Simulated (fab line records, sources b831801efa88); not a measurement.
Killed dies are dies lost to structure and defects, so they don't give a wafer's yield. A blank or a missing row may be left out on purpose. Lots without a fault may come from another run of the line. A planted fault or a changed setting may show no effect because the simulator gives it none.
A struck lot beside a sound one | flow sky130 | 21 steps out of a route of 708
Sound: wafers L747.1, L747.4, L747.5. Struck: wafers L766.2, L766.3, L766.5. The cause comes at the end.
At each step with rows: each side's tool, then ch and its chambers, then its first start. Under that, the readings that differ: sound wafers | struck wafers | difference of the means | sigmas: that difference in standard deviations of wafers without a fault.
alike: readings whose means differ by less than 2 such deviations, and words and numbers that are the same on both sides. not compared: withheld readings, readings that some wafer has no value for, bounds like >300 that may hide the same value, and numbers for which the record gives no deviation and whose values overlap.
The two part at a step that has a row with sigmas, a row that says differs or no value, or rows on one side only. Numbers that don't overlap but have no deviation are shown without sigmas and don't part them. A reading that every wafer of one side lacks parts them only if that side has two wafers or more.

first, 1 step without rows for these wafers: SKY_RES_XHIGH_IMPLANT_07.
SKY_RES_XHIGH_STRIP_08: strips in O2/N2.
  sound on plasma_asher-02 ch 0,1, day 27 04:49; struck on plasma_asher-02 ch 0,1, day 33 17:22
  alike: drypump_motor_current_A, n2_flow_sccm, o2_flow_sccm, oes_product_au, strip_time_to_endpoint_s
  not compared: rf_hours_counter_h
SKY_RES_XHIGH_TW_MEAS_09:
  sound on film_metro-04, day 27 04:55; struck on film_metro-02, day 33 17:29
  reading      | sound          | struck         | difference | sigmas
  RES_XHIGH_TW | 1653 1651 1648 | 1617 1609 1605 | -40        | -2
then, 7 steps without rows for these wafers: SKY_SD_N_DEHYDRATE_00 (time 60 s); SKY_SD_N_HMDS_01 (prime time 60 s); SKY_SD_N_COAT_02 (resist thk 1140 nm); SKY_SD_N_SOFTBAKE_03 (time 60 s); SKY_SD_N_EXPOSE_04 (exposes mask NSDM, target cd 380 nm); SKY_SD_N_PEB_05; SKY_SD_N_DEVELOP_06 (develop time 60 s).
SKY_SD_N_CD_MEAS_07: target cd 380 nm.
  sound on cd_sem-01, day 28 09:26; struck on cd_sem-01, day 34 20:13
  alike: cd_nm
SKY_SD_N_OVL_MEAS_08:
  sound on overlay-02, day 28 09:34; struck on overlay-01, day 34 20:19
  alike: SD_N_OVL
SKY_SD_N_IMPLANT_09:
  sound on implanter-01 ch 0, day 28 09:35; struck on implanter-04 ch 0, day 34 20:22
  reading                   | sound                | struck               | difference | sigmas
  beam_energy_keV           | 50.008 50.024 49.986 | 38.310 38.279 38.286 | -11.714    | -99 or more
  model.implant.rp_nm (nm)  | 31.29 31.29 31.29    | 26.31 26.31 26.31    | -4.98      |
  model.implant.drp_nm (nm) | 14.11 14.11 14.11    | 11.57 11.57 11.57    | -2.54      |
then, 1 step without rows for these wafers: SKY_SD_N_IMPLANT_10.
SKY_SD_N_STRIP_11: strips in O2/N2.
  sound on plasma_asher-04 ch 0,1, day 28 09:53; struck on plasma_asher-04 ch 0,1, day 34 20:39
  reading                      | sound             | struck            | difference | sigmas
  oes_product_au (a.u.)        | 0.526 0.531 0.526 | 0.550 0.545 0.545 | +0.019     | +4
  strip_time_to_endpoint_s (s) | 22.61 22.60 22.64 | 20.71 20.72 20.71 | -1.90      | -41
  alike: drypump_motor_current_A, n2_flow_sccm, o2_flow_sccm
  not compared: rf_hours_counter_h
SKY_SD_N_TW_MEAS_12:
  sound on film_metro-04, day 28 09:59; struck on film_metro-04, day 34 20:46
  reading | sound          | struck         | difference | sigmas
  SD_N_TW | 4000 3984 3996 | 3738 3770 3781 | -230       | -4
then, 1 step without rows for these wafers: SKY_SD_N_CLEAN_13 (cleans in SC1/SC2, time 150 s).
SKY_SD_N_RTA_14: time 2 s.
  sound on rtp_anneal-01 ch 0, day 28 10:06; struck on rtp_anneal-02 ch 0, day 34 20:52
  alike: lamp_power_pct, ramp_down_c_per_s, wafer_temp_C_max
SKY_SD_N_RS_MEAS_16: measures by four-point-probe.
  sound on film_metro-01, day 28 10:16; struck on film_metro-01, day 34 21:03
  reading          | sound             | struck            | difference | sigmas
  SD_N_RS (ohm/sq) | 68.54 68.58 68.55 | 77.87 78.06 78.06 | +9.44      | +94
SKY_SD_N_RS_MEAS_17: measures by four-point-probe.
  sound on film_metro-01, day 28 10:23; struck on film_metro-01, day 34 21:10
  alike: SD_P_RS
-- the record jumps here: 16 days lie between the struck wafers' starts before and after (it left off in module SD_N and takes up again in module PAD_OPEN, whose first step shown is number 708 of the route) --
SKY_PAD_OPEN_PROBE_99:
  sound on prober-01, day 46 02:49; struck on prober-02, day 50 14:41
  reading                            | sound             | struck            | difference | sigmas
  killed_at_M4_up                    | 3 4 1             | 7 7 7             | +4         | +2
  model.etest.res_ndiff.line_ohm_um  | 798 788.1 777.5   | 842.3 838.3 837.4 | +51.5      |
  model.etest.res_ndiff.rs_ohm_sq    | 121.7 122.8 121.8 | 132.6 132.8 132.5 | +10.5      |
  model.etest.res_ndiff_hv.rs_ohm_sq | 116.6 116.5 116.1 | 125.9 126.5 126.9 | +10.0      |
  alike: killed_at_M0_to_M3, killed_at_contacts, killed_at_front_end, killed_at_other, killed_dies, killed_open, killed_short
  not compared: model.etest.sonos_uncharged.r_on_ohm_um

WHERE THEY PART
First at SKY_RES_XHIGH_TW_MEAS_09; last, within this record, at SKY_PAD_OPEN_PROBE_99.

WHY: what the simulator had put in
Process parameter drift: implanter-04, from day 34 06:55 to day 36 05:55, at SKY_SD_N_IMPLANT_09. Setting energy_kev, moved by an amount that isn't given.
